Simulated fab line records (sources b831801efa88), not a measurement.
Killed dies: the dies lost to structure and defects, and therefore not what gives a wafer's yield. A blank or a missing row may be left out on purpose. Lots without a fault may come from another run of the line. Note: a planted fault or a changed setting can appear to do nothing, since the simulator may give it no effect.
fab line records	flow sky130
[record] lots = 10	wafers = 30	lastDay = 50
route steps=708 shown FIELD_ISO@15 CAPM@537 METAL3@567 PAD_OPEN@708
lots that met no fault: taken from a fault-free run of the same line
startH: start of the lot's first displayed wafer, in hours after the record's first day	waitH: hours from the lot's prior step to this one	" the same as in the row above	L1.1+2: a row that stands for several wafers	- value missing, or start not given	* or withheld: withheld	< > ~ a bound
route shown NAME@n: names a module that has steps shown in the file, with the first one's number in the route	usual: mean/standard deviation of fault-free wafers	same: alike in all rows	chamber/n: place in a boat	sites: the reading at each site	_std_site: standard deviation of those values	_edge_site: inner sites' mean taken away from outer sites' mean	radiusMm: how far each site lies from the wafer's centre	mask NAME#n: copy n	behind: the most recent tool/chamber to have shaped the wafer	hold: the reason the lot was held/the length of the hold in hours/how it ended	device: names the non-switching transistor (n, p or np)	end of line: the same wafers' tests at the end of the route	a step with no rows: only its recipe	killed: not the wafer's yield, but the dies lost to structure and defects at the first sort	map: shows each die of a wafer: x if killed, . if not, _ if none is there
set.NAME: the setting as run; set.NAME@STEP: as run at that earlier step	model.NAME: the simulator's own value behind a step, which no gauge read
a sample of lots followed through the steps of the route, with each step as a table and each wafer as a row
services: from which hour (startH, from the record's first day; less than 0 if before it) a tool's chamber was out of use, for how many hours, and why
[[steps]]
[step SKY_FIELD_ISO_ETCH_14]
[recipe] chemistry = N2/H2	target = BARC	ionEnergyEv = 200	sourceW = 500	biasW = 100	pressureMtorr = 30	n2FlowSccm = 100	h2FlowSccm = 200	stopOn = SiO2	timeS = 45.9	targetDepthA = 600
[usual] drypumpMotorCurrentA = 5.59/0.29	oesProductAu = 0.856/0.0048	throttleValvePct = 13.225/0.0093
[same] timeS = 45.9
lot.wafer	tool	chamber	startH	waitH	drypumpMotorCurrentA	oesProductAu	rfHoursCounterH	throttleValvePct
L719.4	rieDiel-04	2	27.85	0.0	5.27	0.856	145	13.224
L719.5	"	3	"	"	6.02	0.852	-	13.230
L719.6	"	2	"	"	5.24	0.853	-	13.213
L720.3	rieDiel-01	3	35.10	0.1	5.99	0.856	170	13.229
L720.4	"	2	"	"	5.66	0.849	74	13.221
L720.5	"	2	"	"	5.66	0.859	-	13.219
L726.4	rieDiel-04	2	64.20	0.0	5.26	0.868	145	13.210
L726.5	"	2	"	"	5.26	0.860	-	13.231
L726.6	"	1	"	"	5.41	0.863	-	13.220
L730.1	rieDiel-01	1	95.25	0.1	5.21	0.851	82	13.214
L730.4	"	0	"	"	5.76	0.851	-	13.229
L730.5	"	2	"	"	5.65	0.855	-	13.216
L734.1	rieDiel-01	0	110.10	0.1	5.75	0.853	8	13.229
L734.5	"	1	"	"	5.22	0.855	-	13.218
L734.6	"	0	"	"	5.78	0.847	-	13.241
L736.1	rieDiel-01	2	117.88	0.1	5.68	0.867	76	13.225
L736.4	"	0	"	"	5.75	0.859	8	13.241
L736.6	"	1	"	"	5.21	0.854	-	13.233
L737.2	rieDiel-01	0	122.75	0.1	5.79	0.853	9	13.220
L737.4	"	2	"	"	5.64	0.859	76	13.225
L737.5	"	1	"	"	5.21	0.855	-	13.228
L740.1	rieDiel-04	0	137.45	0.1	5.57	0.852	43	13.213
L740.2	"	3	"	"	6.03	0.856	73	13.208
L740.4	"	2	"	"	5.24	0.861	147	13.232
L741.2	rieDiel-02	2	144.35	0.1	5.26	0.860	0	13.212
L741.4	"	0	"	"	5.71	0.851	4	13.239
L741.6	"	3	"	"	6.04	0.855	-	13.236
L742.1	rieDiel-01	2	148.90	0.1	5.65	0.859	77	13.213
L742.4	"	0	"	"	5.74	0.854	9	13.222
L742.6	"	2	"	"	5.67	0.858	-	13.222
[step SKY_FIELD_ISO_ETCH_15]
[recipe] chemistry = CHF3/O2	targetDepthNm = 180	stopOn = Si	sourceW = 600	biasW = 200	pressureMtorr = 40	chf3FlowSccm = 50	O2_flow_sccm = 5	timeS = 72
[usual] drypumpMotorCurrentA = 5.58/0.29	oesProductAu = 0.944/0.006	throttleValvePct = 8.845/0.0088
[same] timeS = 72
lot.wafer	tool	chamber	startH	waitH	drypumpMotorCurrentA	oesProductAu	rfHoursCounterH	throttleValvePct
L719.4	rieDiel-04	2	27.89	0.0	5.24	0.946	145	8.852
L719.5	"	3	"	"	6.03	0.952	-	8.843
L719.6	"	2	"	"	5.26	0.936	-	8.842
L720.3	rieDiel-01	3	35.14	0.0	5.98	0.935	170	8.841
L720.4	"	2	"	"	5.66	0.950	74	8.834
L720.5	"	2	"	"	5.64	0.939	-	8.845
L726.4	rieDiel-04	2	64.24	0.0	5.28	0.943	145	8.835
L726.5	"	2	"	"	5.28	0.936	-	8.847
L726.6	"	1	"	"	5.39	0.943	-	8.852
L730.1	rieDiel-01	1	95.30	0.0	5.20	0.937	82	8.854
L730.4	"	0	"	"	5.76	0.937	-	8.850
L730.5	"	2	"	"	5.64	0.944	-	8.848
L734.1	rieDiel-01	0	110.14	0.0	5.74	0.934	8	8.838
L734.5	"	1	"	"	5.21	0.938	-	8.845
L734.6	"	0	"	"	5.80	0.942	-	8.857
L736.1	rieDiel-01	2	117.92	0.0	5.66	0.953	76	8.848
L736.4	"	0	"	"	5.75	0.942	8	8.861
L736.6	"	1	"	"	5.21	0.940	-	8.836
L737.2	rieDiel-01	0	122.80	0.0	5.79	0.946	9	8.858
L737.4	"	2	"	"	5.66	0.945	76	8.843
L737.5	"	1	"	"	5.20	0.949	-	8.855
L740.1	rieDiel-04	0	137.50	0.0	5.57	0.939	43	8.836
L740.2	"	3	"	"	6.04	0.944	73	8.851
L740.4	"	2	"	"	5.25	0.953	147	8.848
L741.2	rieDiel-02	2	144.39	0.0	5.30	0.945	0	8.837
L741.4	"	0	"	"	5.70	0.950	4	8.861
L741.6	"	3	"	"	6.04	0.937	-	8.827
L742.1	rieDiel-01	2	148.95	0.0	5.62	0.949	77	8.855
L742.4	"	0	"	"	5.78	0.952	9	8.854
L742.6	"	2	"	"	5.62	0.952	-	8.847
[step SKY_FIELD_ISO_THK_MEAS_25]
[recipe] reads = SiO2_of_FIELD_ISO_CVD_24
[usual] FIELD_ISO_CVD_24_THK = 596/7.1
lot.wafer	tool	chamber	startH	waitH	FIELD_ISO_CVD_24_THK[nm]
L719.4	filmMetro-02	-	30.91	0.0	585
L719.5	"	-	"	"	586
L719.6	"	-	"	"	588
L720.3	filmMetro-04	-	37.13	0.1	587
L720.4	"	-	"	"	589
L720.5	"	-	"	"	592
L726.4	filmMetro-01	-	66.09	0.0	593
L726.5	"	-	"	"	599
L726.6	"	-	"	"	590
L730.1	filmMetro-01	-	97.66	0.0	599
L730.4	"	-	"	"	601
L730.5	"	-	"	"	592
L734.1	filmMetro-01	-	112.94	0.0	612
L734.5	"	-	"	"	602
L734.6	"	-	"	"	605
L736.1	filmMetro-01	-	120.13	0.0	597
L736.4	"	-	"	"	600
L736.6	"	-	"	"	596
L737.2	filmMetro-01	-	127.13	0.0	600
L737.4	"	-	"	"	602
L737.5	"	-	"	"	609
L740.1	filmMetro-01	-	141.85	0.0	592
L740.2	"	-	"	"	588
L740.4	"	-	"	"	593
L741.2	filmMetro-04	-	146.74	0.0	606
L741.4	"	-	"	"	596
L741.6	"	-	"	"	607
L742.1	filmMetro-04	-	151.17	0.0	585
L742.4	"	-	"	"	592
L742.6	"	-	"	"	592
[step SKY_CAPM_CVD_00]
[recipe] material = SiO2	targetThkNm = 15.5	tempC = 400	timeS = withheld	rfW = 450
[usual] heaterPowerW = 711/92
lot.wafer	tool	chamber	startH	waitH	heaterPowerW
L719.4	pecvd-04	2	832.60	0.0	786
L719.5	"	0	"	"	651
L719.6	"	2	"	"	784
L720.3	pecvd-01	1	843.01	0.0	671
L720.4	"	1	"	"	667
L720.5	"	2	"	"	595
L726.4	pecvd-04	2	894.85	0.0	675
L726.5	"	1	"	"	837
L726.6	"	0	"	"	720
L730.1	pecvd-04	2	939.04	0.0	683
L730.4	"	1	"	"	850
L730.5	"	0	"	"	732
L734.1	pecvd-01	2	955.13	0.0	571
L734.5	"	1	"	"	704
L734.6	"	0	"	"	768
L736.1	pecvd-01	0	971.13	0.0	709
L736.4	"	0	"	"	714
L736.6	"	2	"	"	627
L737.2	pecvd-02	2	979.89	0.0	672
L737.4	"	0	"	"	626
L737.5	"	1	"	"	782
L740.1	pecvd-02	2	999.13	0.0	600
L740.2	"	0	"	"	664
L740.4	"	2	"	"	614
L741.2	pecvd-04	0	999.73	0.0	721
L741.4	"	0	"	"	725
L741.6	"	1	"	"	861
L742.1	pecvd-01	2	1000.03	0.0	552
L742.4	"	2	"	"	561
L742.6	"	0	"	"	638
[step SKY_CAPM_THK_MEAS_01]
[recipe] reads = SiO2_of_CAPM_CVD_00
[usual] CAPM_CVD_00_THK = 15.42/0.27
lot.wafer	tool	chamber	startH	waitH	hold	CAPM_CVD_00_THK[nm]
L719.4	filmMetro-04	-	832.65	-	-	15.31
L719.5	"	-	"	"	-	15.41
L719.6	"	-	"	"	-	15.54
L720.3	filmMetro-04	-	843.05	-	-	15.40
L720.4	"	-	"	"	-	15.45
L720.5	"	-	"	"	-	15.41
L726.4	filmMetro-03	-	894.89	-	awaitDispo/0.2h/release	15.76
L726.5	"	-	"	"	awaitDispo/0.2h/release	15.60
L726.6	"	-	"	"	awaitDispo/0.2h/release	17.24
L726.4	filmMetro-03	-	895.12	0.2	-	15.73
L726.5	"	-	"	"	-	15.51
L726.6	"	-	"	"	-	17.21
L730.1	filmMetro-04	-	939.11	-	awaitDispo/0.2h/release	14.94
L730.4	"	-	"	"	awaitDispo/0.2h/release	15.08
L730.5	"	-	"	"	awaitDispo/0.2h/release	16.80
L730.1	filmMetro-04	-	939.41	0.3	-	14.93
L730.4	"	-	"	"	-	15.14
L730.5	"	-	"	"	-	16.75
L734.1	filmMetro-02	-	955.15	-	-	15.08
L734.5	"	-	"	"	-	15.53
L734.6	"	-	"	"	-	16.03
L736.1	filmMetro-03	-	971.16	-	-	15.60
L736.4	"	-	"	"	-	15.79
L736.6	"	-	"	"	-	15.54
L737.2	filmMetro-02	-	979.93	-	-	15.46
L737.4	"	-	"	"	-	15.70
L737.5	"	-	"	"	-	15.61
L740.1	filmMetro-04	-	999.15	-	-	15.59
L740.2	"	-	"	"	-	15.70
L740.4	"	-	"	"	-	15.67
L741.2	filmMetro-04	-	999.76	-	-	15.08
L741.4	"	-	"	"	-	15.66
L741.6	"	-	"	"	-	15.06
L742.1	filmMetro-04	-	1000.05	-	-	15.18
L742.4	"	-	"	"	-	15.36
L742.6	"	-	"	"	-	15.52
[step SKY_METAL3_ETCH_17]
[recipe] target = SiO2	stopOn = TiN	chemistry = C4F8/O2/Ar	sourceW = 1500	biasW = 1200	pressureMtorr = 40	c4f8FlowSccm = withheld	O2_flow_sccm = 6	Ar_flow_sccm = 300	timeS = 3.9	targetDepthA = 150
[usual] oesProductAu = 0.753/0.0072
[same] timeS = 3.9
lot.wafer	tool	chamber	startH	waitH	oesProductAu	rfHoursCounterH
L719.4	rieDiel-01	3	885.56	0.0	0.747	18
L719.5	"	1	"	"	0.751	-
L719.6	"	0	"	"	0.760	-
L720.3	rieDiel-03	2	895.07	0.0	0.757	20
L720.4	"	1	"	"	0.759	12
L720.5	"	0	"	"	0.745	-
L726.4	rieDiel-02	2	942.08	0.0	0.771	-
L726.5	"	0	"	"	0.759	-
L726.6	"	1	"	"	0.795	-
L730.1	rieDiel-02	2	984.81	0.1	0.747	17
L730.4	"	3	"	"	0.749	1
L730.5	"	1	"	"	0.790	-
L734.1	rieDiel-03	2	1004.41	0.1	0.745	23
L734.5	"	3	"	"	0.751	-
L734.6	"	0	"	"	0.763	-
L736.1	rieDiel-02	1	1018.19	0.1	0.759	9
L736.4	"	0	"	"	0.751	21
L736.6	"	1	"	"	0.757	-
L737.2	rieDiel-02	3	1025.14	0.1	0.754	2
L737.4	"	1	"	"	0.766	9
L737.5	"	1	"	"	0.760	-
L740.1	rieDiel-02	2	1044.26	0.1	0.756	19
L740.2	"	3	"	"	0.760	3
L740.4	"	1	"	"	0.762	9
L741.2	rieDiel-01	0	1044.64	0.1	0.746	3
L741.4	"	1	"	"	0.757	-
L741.6	"	0	"	"	0.746	-
L742.1	rieDiel-03	0	1045.67	0.1	0.757	12
L742.4	"	3	"	"	0.754	11
L742.6	"	3	"	"	0.752	-
[step SKY_PAD_OPEN_PROBE_99]
[usual] defectLimitedYield = 82.3/1.8	killed_at_M0_to_M3 = 44/7.2	killed_at_M4_up = 3.1/1.8	killedAtContacts = 24/4.5	killedAtFrontEnd = 16/4.4	killedAtOther = 0.2/0.42	killedDies = 87/8.9	killedOpen = 48/6.4	killedShort = 39/6.2	sort_bin_3_pad_short = 0.9/0.46	sort_bin_5_function = 10.5/1.6	sort_bin_6_memory = 6.3/1.1	sortNPass = 405/8.9	sortYieldPct = 82.3/1.8
[same] grossDies = 492	killedAtBackSide = 0	sort_bin_4_leakage[%] = 0	sort_bin_8_speed[%] = 0
lot.wafer	tool	chamber	startH	waitH	defectLimitedYield[%]	killed_at_M0_to_M3	killed_at_M4_up	killedAtContacts	killedAtFrontEnd	killedAtOther	killedDies	killedOpen	killedShort	sort_bin_3_pad_short[%]	sort_bin_5_function[%]	sort_bin_6_memory[%]	sortNPass	sortYieldPct[%]
L719.4	prober-01	-	1053.98	0.2	80.3	51	4	25	16	1	97	62	35	1.8	9.8	8.1	395	80.3
L719.5	prober-01	-	1054.03	0.2	81.3	48	3	16	25	0	92	47	45	2.2	11.8	4.7	400	81.3
L719.6	prober-01	-	1054.08	0.2	82.3	41	2	29	15	0	87	47	40	0.6	9.8	7.3	405	82.3
L720.3	prober-02	-	1064.22	0.2	81.7	49	5	22	14	0	90	48	42	0.6	10.8	6.9	402	81.7
L720.4	prober-02	-	1064.27	0.2	79.9	45	6	28	20	0	99	46	53	1.0	12.2	6.9	393	79.9
L720.5	prober-02	-	1064.32	0.2	83.1	42	2	24	14	1	83	47	36	0.8	10.6	5.5	409	83.1
L726.4	prober-02	-	1103.00	0.2	82.1	43	1	21	23	0	88	45	43	0.6	11.4	5.9	404	82.1
L726.5	prober-02	-	1103.05	0.2	82.9	45	2	22	15	0	84	55	29	0.6	10.2	6.3	408	82.9
L726.6	prober-02	-	1103.10	0.2	81.7	38	2	33	17	0	90	46	44	0.4	10.8	7.1	402	81.7
L730.1	prober-02	-	1139.31	0.1	83.1	46	4	22	11	0	83	48	35	2.0	9.6	5.3	409	83.1
L730.4	prober-02	-	1139.46	0.2	82.5	42	1	21	21	1	86	51	35	0.6	9.6	7.3	406	82.5
L730.5	prober-02	-	1139.51	0.2	80.7	52	4	21	18	0	95	49	46	1.6	9.1	8.5	397	80.7
L734.1	prober-02	-	1156.57	0.1	84.3	42	3	18	14	0	77	40	37	0.6	10.2	4.9	415	84.3
L734.5	prober-02	-	1156.77	0.2	85.2	38	1	21	12	1	73	39	34	1.0	8.9	4.9	419	85.2
L734.6	prober-02	-	1156.82	0.2	83.1	46	2	26	9	0	83	41	42	0.8	11.0	5.1	409	83.1
L736.1	prober-02	-	1163.53	0.1	86.6	30	5	17	14	0	66	41	25	0.4	6.9	6.1	426	86.6
L736.4	prober-02	-	1163.68	0.2	85.6	43	1	19	8	0	71	39	32	1.4	9.1	3.9	421	85.6
L736.6	prober-02	-	1163.78	0.2	83.1	39	4	26	14	0	83	47	36	0.8	9.3	6.7	409	83.1
L737.2	prober-01	-	1172.37	0.1	81.9	38	5	31	15	0	89	44	45	1.0	10.4	6.7	403	81.9
L737.4	prober-01	-	1172.47	0.2	81.1	44	6	24	18	1	93	50	43	1.2	11.2	6.5	399	81.1
L737.5	prober-01	-	1172.52	0.2	84.3	33	4	26	14	0	77	45	32	0	11.0	4.7	415	84.3
L740.1	prober-02	-	1186.54	0.1	83.1	33	6	28	16	0	83	47	36	0.6	9.6	6.7	409	83.1
L740.2	prober-02	-	1186.59	0.1	82.1	43	3	24	18	0	88	49	39	1.2	10.0	6.7	404	82.1
L740.4	prober-02	-	1186.69	0.2	82.3	46	2	20	18	1	87	51	36	0.8	10.8	6.1	405	82.3
L741.2	prober-01	-	1187.72	0.1	81.5	52	1	22	16	0	91	48	43	0.2	12.4	5.9	401	81.5
L741.4	prober-01	-	1187.82	0.2	82.5	50	5	22	9	0	86	52	34	1.6	11.4	4.5	406	82.5
L741.6	prober-01	-	1187.92	0.2	81.5	43	0	30	18	0	91	53	38	1.6	12.4	4.5	401	81.5
L742.1	prober-02	-	1188.64	0.1	83.1	39	3	26	15	0	83	57	26	1.0	9.8	6.1	409	83.1
L742.4	prober-02	-	1188.79	0.2	83.3	42	3	18	19	0	82	46	36	1.0	10.0	5.7	410	83.3
L742.6	prober-02	-	1188.89	0.2	82.1	44	5	26	13	0	88	47	41	1.0	11.4	5.5	404	82.1
// killed by level:class
L719.4 VIA1:geometricParticle:open=16 CONTACT:geometricParticle:open=11 VIA2:geometricParticle:open=9 VIA3:geometricParticle:open=7 POLY_GATE:geometricParticle:short=5 LI_CONTACT:geometricParticle:open=5 LOCAL_INTERCONNECT:geometricParticle:short=5 POLY_GATE:geometricParticle:open=4
L719.5 VIA1:geometricParticle:open=11 POLY_GATE:geometricParticle:open=8 METAL1:geometricParticle:short=8 VIA1:geometricParticle:short=6 LI_CONTACT:geometricParticle:open=5 VIA3:geometricParticle:open=5 POLY_GATE:geometricParticle:short=4 LOCAL_INTERCONNECT:geometricParticle:short=4
L719.6 CONTACT:geometricParticle:open=10 LI_CONTACT:geometricParticle:open=9 VIA2:geometricParticle:open=9 FIELD_ISO:geometricParticle:short=6 METAL1:geometricParticle:short=6 METAL2:geometricParticle:short=5 VIA1:geometricParticle:open=5 CONTACT:geometricParticle:short=4
L720.3 CONTACT:geometricParticle:open=9 LI_CONTACT:geometricParticle:open=7 VIA1:geometricParticle:short=7 VIA1:geometricParticle:open=7 VIA3:geometricParticle:open=7 METAL2:geometricParticle:short=6 POLY_GATE:geometricParticle:short=5 METAL1:geometricParticle:short=5
L720.4 CONTACT:geometricParticle:open=10 METAL2:geometricParticle:short=7 VIA3:geometricParticle:open=7 VIA1:geometricParticle:open=6 METAL4:geometricParticle:short=6 VIA2:geometricParticle:open=5 LI_CONTACT:geometricParticle:open=5 CONTACT:geometricParticle:short=5
L720.5 VIA1:geometricParticle:open=12 CONTACT:geometricParticle:open=7 FIELD_ISO:geometricParticle:open=5 FIELD_ISO:geometricParticle:short=5 METAL1:geometricParticle:short=5 LOCAL_INTERCONNECT:geometricParticle:short=5 VIA3:geometricParticle:short=5 METAL2:geometricParticle:short=5
L726.4 VIA1:geometricParticle:open=13 METAL1:geometricParticle:short=7 LI_CONTACT:geometricParticle:open=7 POLY_GATE:geometricParticle:short=6 FIELD_ISO:geometricParticle:open=5 FIELD_ISO:geometricParticle:short=5 CONTACT:geometricParticle:open=5 LOCAL_INTERCONNECT:geometricParticle:short=4
L726.5 VIA1:geometricParticle:open=14 VIA2:geometricParticle:open=9 LI_CONTACT:geometricParticle:open=8 CONTACT:geometricParticle:open=6 FIELD_ISO:geometricParticle:open=5 METAL1:geometricParticle:short=5 POLY_GATE:geometricParticle:open=4 CONTACT:geometricParticle:short=4
L726.6 CONTACT:geometricParticle:open=12 VIA1:geometricParticle:open=11 VIA3:geometricParticle:open=9 CONTACT:geometricParticle:short=8 POLY_GATE:geometricParticle:short=7 LOCAL_INTERCONNECT:geometricParticle:short=7 FIELD_ISO:geometricParticle:short=5 VIA3:geometricParticle:short=5
L730.1 VIA1:geometricParticle:open=13 CONTACT:geometricParticle:open=10 CONTACT:geometricParticle:short=6 METAL2:geometricParticle:short=6 VIA3:geometricParticle:open=5 LI_CONTACT:geometricParticle:short=4 VIA1:geometricParticle:short=4 METAL1:geometricParticle:short=4
L730.4 VIA1:geometricParticle:open=12 FIELD_ISO:geometricParticle:open=8 CONTACT:geometricParticle:open=7 VIA3:geometricParticle:open=6 METAL1:geometricParticle:short=5 FIELD_ISO:geometricParticle:short=4 LI_CONTACT:geometricParticle:open=4 CONTACT:geometricParticle:short=4
L730.5 VIA1:geometricParticle:open=11 METAL2:geometricParticle:short=8 VIA3:geometricParticle:open=8 CONTACT:geometricParticle:open=7 LI_CONTACT:geometricParticle:open=5 VIA1:geometricParticle:short=5 VIA2:geometricParticle:open=5 FIELD_ISO:geometricParticle:short=4
L734.1 VIA1:geometricParticle:open=10 FIELD_ISO:geometricParticle:open=6 CONTACT:geometricParticle:short=5 METAL2:geometricParticle:short=5 VIA3:geometricParticle:open=5 FIELD_ISO:geometricParticle:short=4 VIA2:geometricParticle:open=4 CONTACT:geometricParticle:open=4
L734.5 CONTACT:geometricParticle:open=8 VIA1:geometricParticle:open=8 VIA3:geometricParticle:open=7 LOCAL_INTERCONNECT:geometricParticle:short=6 METAL2:geometricParticle:short=5 METAL1:geometricParticle:short=4 VIA1:geometricParticle:short=4 FIELD_ISO:geometricParticle:open=3
L734.6 VIA2:geometricParticle:open=11 VIA1:geometricParticle:open=10 CONTACT:geometricParticle:open=7 VIA1:geometricParticle:short=7 CONTACT:geometricParticle:short=6 METAL2:geometricParticle:short=6 LI_CONTACT:geometricParticle:short=5 LI_CONTACT:geometricParticle:open=5
L736.1 VIA1:geometricParticle:open=8 VIA3:geometricParticle:open=7 LI_CONTACT:geometricParticle:open=6 CONTACT:geometricParticle:open=6 METAL4:geometricParticle:short=5 FIELD_ISO:geometricParticle:open=4 VIA1:geometricParticle:short=4 FIELD_ISO:geometricParticle:short=3
L736.4 VIA1:geometricParticle:open=11 CONTACT:geometricParticle:open=9 METAL2:geometricParticle:short=7 VIA3:geometricParticle:open=6 CONTACT:geometricParticle:short=5 METAL1:geometricParticle:short=5 VIA2:geometricParticle:open=5 FIELD_ISO:geometricParticle:open=4
L736.6 CONTACT:geometricParticle:open=11 LI_CONTACT:geometricParticle:open=8 METAL3:geometricParticle:short=7 VIA1:geometricParticle:short=6 FIELD_ISO:geometricParticle:open=5 VIA2:geometricParticle:short=5 POLY_GATE:geometricParticle:short=4 POLY_GATE:geometricParticle:open=4
L737.2 VIA1:geometricParticle:open=15 CONTACT:geometricParticle:open=10 LOCAL_INTERCONNECT:geometricParticle:short=8 CONTACT:geometricParticle:short=6 VIA3:geometricParticle:open=5 METAL1:geometricParticle:short=4 LI_CONTACT:geometricParticle:open=4 METAL4:geometricParticle:short=4
L737.4 VIA1:geometricParticle:open=13 CONTACT:geometricParticle:open=10 VIA3:geometricParticle:open=8 POLY_GATE:geometricParticle:open=5 LI_CONTACT:geometricParticle:open=5 METAL1:geometricParticle:short=5 FIELD_ISO:geometricParticle:short=4 POLY_GATE:geometricParticle:short=4
L737.5 CONTACT:geometricParticle:open=14 VIA2:geometricParticle:open=8 VIA3:geometricParticle:open=7 POLY_GATE:geometricParticle:short=5 LI_CONTACT:geometricParticle:open=4 LI_CONTACT:geometricParticle:short=4 VIA1:geometricParticle:open=4 METAL1:geometricParticle:short=3
L740.1 CONTACT:geometricParticle:open=8 FIELD_ISO:geometricParticle:open=7 LI_CONTACT:geometricParticle:open=7 VIA1:geometricParticle:open=5 METAL2:geometricParticle:short=5 FIELD_ISO:geometricParticle:short=4 LI_CONTACT:geometricParticle:short=4 VIA1:geometricParticle:short=4
L740.2 LI_CONTACT:geometricParticle:open=10 VIA1:geometricParticle:open=9 VIA2:geometricParticle:open=8 POLY_GATE:geometricParticle:short=6 POLY_GATE:geometricParticle:open=5 CONTACT:geometricParticle:short=5 METAL3:geometricParticle:short=5 VIA3:geometricParticle:open=5
L740.4 VIA1:geometricParticle:open=13 VIA3:geometricParticle:open=11 CONTACT:geometricParticle:open=7 VIA2:geometricParticle:open=6 FIELD_ISO:geometricParticle:short=5 LOCAL_INTERCONNECT:geometricParticle:short=5 VIA1:geometricParticle:short=4 LI_CONTACT:geometricParticle:open=4
L741.2 VIA1:geometricParticle:open=13 METAL2:geometricParticle:short=9 CONTACT:geometricParticle:open=7 VIA3:geometricParticle:open=6 POLY_GATE:geometricParticle:short=5 LI_CONTACT:geometricParticle:short=5 LOCAL_INTERCONNECT:geometricParticle:short=5 METAL1:geometricParticle:short=5
L741.4 VIA2:geometricParticle:open=12 LI_CONTACT:geometricParticle:open=8 VIA3:geometricParticle:open=7 VIA1:geometricParticle:open=7 CONTACT:geometricParticle:open=7 METAL1:geometricParticle:short=6 VIA1:geometricParticle:short=6 METAL2:geometricParticle:short=6
L741.6 CONTACT:geometricParticle:open=10 VIA2:geometricParticle:open=10 VIA1:geometricParticle:open=9 LI_CONTACT:geometricParticle:open=8 FIELD_ISO:geometricParticle:open=6 CONTACT:geometricParticle:short=6 METAL1:geometricParticle:short=5 METAL2:geometricParticle:short=5
L742.1 VIA1:geometricParticle:open=11 LI_CONTACT:geometricParticle:open=10 CONTACT:geometricParticle:open=9 VIA3:geometricParticle:open=6 VIA2:geometricParticle:open=6 FIELD_ISO:geometricParticle:open=5 VIA1:geometricParticle:short=5 POLY_GATE:geometricParticle:short=3
L742.4 VIA1:geometricParticle:open=8 VIA2:geometricParticle:open=8 FIELD_ISO:geometricParticle:open=7 CONTACT:geometricParticle:open=6 VIA3:geometricParticle:open=6 LOCAL_INTERCONNECT:geometricParticle:short=4 METAL3:geometricParticle:short=4 FIELD_ISO:geometricParticle:short=3
L742.6 VIA1:geometricParticle:open=12 CONTACT:geometricParticle:open=9 CONTACT:geometricParticle:short=7 METAL3:geometricParticle:short=6 VIA2:geometricParticle:open=6 POLY_GATE:geometricParticle:open=5 LI_CONTACT:geometricParticle:open=5 METAL4:geometricParticle:short=5
[[services]]
tool	chamber	startH	hours	kind
rieDiel-01	2	47.12	5.7	repair
rieDiel-02	-	88.35	0.7	repair
rieDiel-02	1	153.93	7.1	repair
rieDiel-01	-	158.12	0.1	repair
rieDiel-02	1	296.06	3.0	repair
rieDiel-02	-	296.73	0.4	repair
rieDiel-01	-	340.46	2.8	pm
rieDiel-01	-	345.08	0.2	repair
rieDiel-01	0	359.66	3.2	repair
rieDiel-01	1	540.11	2.7	repair
rieDiel-02	-	548.08	0.3	repair
rieDiel-02	3	566.77	2.2	repair
rieDiel-02	-	620.12	2.8	pm
rieDiel-02	2	623.60	8.5	repair
rieDiel-01	3	755.43	2.6	repair
rieDiel-01	0	787.27	3.7	repair
rieDiel-01	3	800.93	5.2	repair
rieDiel-02	1	812.11	3.7	repair
rieDiel-02	3	855.73	4.3	repair
rieDiel-01	1	878.52	4.6	repair
rieDiel-01	0	919.80	9.6	repair
rieDiel-01	1	929.23	6.2	repair
rieDiel-01	-	976.24	0.7	repair
rieDiel-01	3	1043.40	6.0	repair
[[key]]
[firstSign] step = SKY_CAPM_THK_MEAS_01	reading = visit	direction = added
[effect] step = SKY_CAPM_THK_MEAS_01	reading = CAPM_CVD_00_THK	direction = up	sigmas = 6	usual = 15.42	struck = 17.02
[effect] step = SKY_METAL3_ETCH_17	reading = oesProductAu	direction = up	sigmas = 5.5	usual = 0.753	struck = 0.792
metAt SKY_CAPM_CVD_00
struckLots L726,L730
struckWafers L726.6,L730.5
notActingAt SKY_FIELD_ISO_ETCH_14,SKY_FIELD_ISO_ETCH_15,SKY_FIELD_ISO_THK_MEAS_25
onsetBetween 832.60 894.85
[fault] kind = processParameterDrift	tool = pecvd-04	chamber = 0	onsetH = 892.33	steps = SKY_CAPM_CVD_00	channel = timeS	offset = withheld	shape = step	endH = 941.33	actsIn = *
